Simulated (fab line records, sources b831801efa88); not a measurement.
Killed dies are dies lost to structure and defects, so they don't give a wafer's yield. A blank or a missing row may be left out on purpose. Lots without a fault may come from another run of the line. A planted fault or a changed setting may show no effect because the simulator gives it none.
Which tool did it? | flow gf180mcu | 13 lots, 39 wafers sampled, at 5 steps of a route of 602

WHAT THE GAUGES READ, wafer by wafer
GF_MVSD_TW_MEAS_11. Usual: MVSD_TW 1572, standard deviation 18.
lot  | measured     | on            | MVSD_TW        | flag
L301 | day 4 10:53  | film_metro-03 | 1551 1549 1561 |
L302 | day 4 14:59  | film_metro-02 | 1586 1590 1590 |
L303 | day 4 23:50  | film_metro-04 | 1572 1581 1576 |
L304 | day 5 12:53  | film_metro-02 | 1582 1581 1592 |
L306 | day 5 21:07  | film_metro-04 | 1585 1578 1572 |
L313 | day 7 08:47  | film_metro-04 | 1198 1197 1189 | OFF
L314 | day 7 14:08  | film_metro-02 | 1577 1590 1580 |
L315 | day 7 22:35  | film_metro-03 | 1183 1181 1182 | OFF
L317 | day 8 08:00  | film_metro-03 | 1558 1553 1562 |
L318 | day 8 13:41  | film_metro-03 | 1558 1556 1549 |
L322 | day 9 11:35  | film_metro-03 | 1550 1537 1552 |
L323 | day 9 19:56  | film_metro-03 | 1543 1544 1539 |
L324 | day 10 00:23 | film_metro-03 | 1546 1549 1552 |

GF_VT_IMPLANT_RS_MEAS_46: measures by four-point-probe. Usual: MVSD_RS 456.3 ohm/sq, standard deviation 1.2.
lot  | measured     | on            | MVSD_RS (ohm/sq)  | flag
L301 | day 7 14:35  | film_metro-04 | 455.9 455.0 456.3 |
L302 | day 7 17:17  | film_metro-04 | 457.7 456.9 456.9 |
L303 | day 8 06:17  | film_metro-03 | 456.8 456.6 456.3 |
L304 | day 8 20:17  | film_metro-04 | 456.7 457.8 457.4 |
L306 | day 9 05:24  | film_metro-02 | 457.2 456.0 456.2 |
L313 | day 10 22:25 | film_metro-04 | 778.8 776.4 780.0 | OFF
L314 | day 11 04:06 | film_metro-03 | 455.3 455.3 455.9 |
L315 | day 11 16:02 | film_metro-04 | 784.6 781.4 779.5 | OFF
L317 | day 12 01:47 | film_metro-02 | 457.1 456.4 455.9 |
L318 | day 12 09:08 | film_metro-02 | 456.8 457.4 456.5 |
L322 | day 13 09:01 | film_metro-02 | 457.2 457.1 455.8 |
L323 | day 13 18:29 | film_metro-02 | 456.1 455.6 456.7 |
L324 | day 14 00:35 | film_metro-04 | 457.8 458.3 456.9 |

GF_CONTACT_CD_MEAS_14: target cd 220 nm. Usual: cd_nm 220.2 nm, standard deviation 1.4.
lot  | measured     | on        | cd_nm (nm)        | flag
L301 | day 16 00:53 | cd_sem-01 | 219.8 221.0 220.4 |
L302 | day 16 04:16 | cd_sem-02 | 218.7 218.7 217.4 |
L303 | day 16 22:17 | cd_sem-01 | 222.6 221.5 222.8 |
L304 | day 17 13:59 | cd_sem-01 | 220.4 219.2 219.7 |
L306 | day 18 02:38 | cd_sem-01 | 219.8 220.1 219.8 |
L313 | day 20 12:28 | cd_sem-01 | 220.6 220.6 219.4 |
L314 | day 20 20:25 | cd_sem-02 | 218.9 219.0 218.5 |
L315 | day 21 12:10 | cd_sem-02 | 219.8 219.3 220.1 |
L317 | day 22 02:26 | cd_sem-02 | 220.7 221.5 220.8 |
L318 | day 22 12:11 | cd_sem-01 | 221.9 219.3 219.8 |
L322 | day 23 17:46 | cd_sem-01 | 219.6 218.5 217.7 |
L323 | day 24 00:06 | cd_sem-02 | 221.0 220.8 219.4 |
L324 | day 24 14:34 | cd_sem-02 | 222.4 221.5 222.9 |

WHICH TOOL RAN EACH LOT (tool, then ch and the chambers of the sampled wafers, then the start)
lot  | GF_MVSD_IMPLANT_08              | GF_SALICIDE_RTA_06
L301 | implanter-03 ch 0, day 4 10:31  | rtp_anneal-02 ch 0, day 15 02:56
L302 | implanter-03 ch 0, day 4 14:36  | rtp_anneal-01 ch 0, day 15 06:17
L303 | implanter-02 ch 0, day 4 23:26  | rtp_anneal-01 ch 0, day 16 00:15
L304 | implanter-02 ch 0, day 5 12:30  | rtp_anneal-01 ch 0, day 16 15:05
L306 | implanter-02 ch 0, day 5 20:43  | rtp_anneal-02 ch 0, day 17 03:44
L313 | implanter-02 ch 0, day 7 08:24  | rtp_anneal-01 ch 0, day 19 10:44
L314 | implanter-03 ch 0, day 7 13:46  | rtp_anneal-02 ch 0, day 19 18:48
L315 | implanter-02 ch 0, day 7 22:12  | rtp_anneal-02 ch 0, day 20 11:20
L317 | implanter-03 ch 0, day 8 07:38  | rtp_anneal-02 ch 0, day 21 00:59
L318 | implanter-03 ch 0, day 8 13:19  | rtp_anneal-02 ch 0, day 21 11:47
L322 | implanter-03 ch 0, day 9 11:12  | rtp_anneal-02 ch 0, day 22 18:35
L323 | implanter-03 ch 0, day 9 19:32  | rtp_anneal-02 ch 0, day 23 01:06
L324 | implanter-04 ch 0, day 10 00:00 | rtp_anneal-01 ch 0, day 23 12:40
- GF_MVSD_IMPLANT_08
- GF_SALICIDE_RTA_06: time 30 s.

WHAT THE TOOLS THEMSELVES READ (means of the sampled wafers that have a number; where no wafer has one, the mark that the record gives instead)
GF_MVSD_IMPLANT_08. Usual: dose_ions_cm2 1.6e+13, standard deviation 1.8e+10; faraday_current_uA 90.1, standard deviation 1.7.
lot  | tool         | dose_ions_cm2 | faraday_current_uA | flag
L301 | implanter-03 | 1.6e+13       | 90.2               |
L302 | implanter-03 | 1.6e+13       | 92.2               |
L303 | implanter-02 | 1.6e+13       | 88.4               |
L304 | implanter-02 | 1.6e+13       | 89.3               |
L306 | implanter-02 | 1.6e+13       | 89.7               |
L313 | implanter-02 | 5.3e+12       | 30.3               | OFF
L314 | implanter-03 | 1.6e+13       | 89.4               |
L315 | implanter-02 | 5.3e+12       | 29.2               | OFF
L317 | implanter-03 | 1.6e+13       | 90.0               |
L318 | implanter-03 | 1.6e+13       | 90.1               |
L322 | implanter-03 | 1.6e+13       | 88.5               |
L323 | implanter-03 | 1.6e+13       | 89.8               |
L324 | implanter-04 | 1.6e+13       | 90.5               |

GF_SALICIDE_RTA_06. Usual: lamp_power_pct 5.9 %, standard deviation 0.42; wafer_temp_C_max 533.5, standard deviation 0.8.
lot  | tool          | lamp_power_pct (%) | wafer_temp_C_max | flag
L301 | rtp_anneal-02 | 6.2                | 533.0            |
L302 | rtp_anneal-01 | 5.4                | 534.3            |
L303 | rtp_anneal-01 | 5.4                | 534.3            |
L304 | rtp_anneal-01 | 5.4                | 533.8            |
L306 | rtp_anneal-02 | 6.2                | 533.2            |
L313 | rtp_anneal-01 | 5.4                | 534.3            |
L314 | rtp_anneal-02 | 6.2                | 533.7            |
L315 | rtp_anneal-02 | 6.2                | 533.1            |
L317 | rtp_anneal-02 | 6.2                | 532.7            |
L318 | rtp_anneal-02 | 6.2                | 533.7            |
L322 | rtp_anneal-02 | 6.2                | 533.0            |
L323 | rtp_anneal-02 | 6.2                | 532.9            |
L324 | rtp_anneal-01 | 5.4                | 533.7            |

THE ANSWER, worked out from the rows above alone
Rule: a lot is off if the mean of its wafers that have a number lies more than 3 standard deviations from the usual mean. A lot without any number at a reading at which 4 lots or more have one is off too. The other lots that the step has rows for count as sound. The gauges are gone through in route order, then the tools' own readings, and for those a lot's mean is taken as printed above. The first step at which some lot is off is used, and at that step the reading that is off furthest; a lot without a number counts as furthest.
Off: L313, L315, at GF_MVSD_TW_MEAS_11 (MVSD_TW).
A tool fits if, at a process step before that reading, it ran every lot that is off, and no sound lot after the first of them. The gauges at GF_MVSD_TW_MEAS_11 aren't tried: what is off there is off at GF_MVSD_IMPLANT_08 too, on other tools, and a gauge's error can't cause that. One fits: implanter-02 at GF_MVSD_IMPLANT_08. Its last sound lot is L306 (day 5 20:43), its first lot that is off L313 (day 7 08:24): a fault that began between those two fits.
The tool's own readings at GF_MVSD_IMPLANT_08 bear it out: on the lots that are off they differ by more than 5 times the standard deviation of the sound lots' means. dose_ions_cm2 reads 5.3e+12 there against 1.6e+13 on the sound lots; faraday_current_uA reads 29.8 there against 89.8 on the sound lots.

WHAT THE SIMULATOR HAD PUT IN
Process parameter drift: implanter-02, from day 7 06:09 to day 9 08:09, at GF_MVSD_IMPLANT_08. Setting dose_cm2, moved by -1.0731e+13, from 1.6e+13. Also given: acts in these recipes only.
Lots struck among those shown: L313, L315. The rule above found the same.
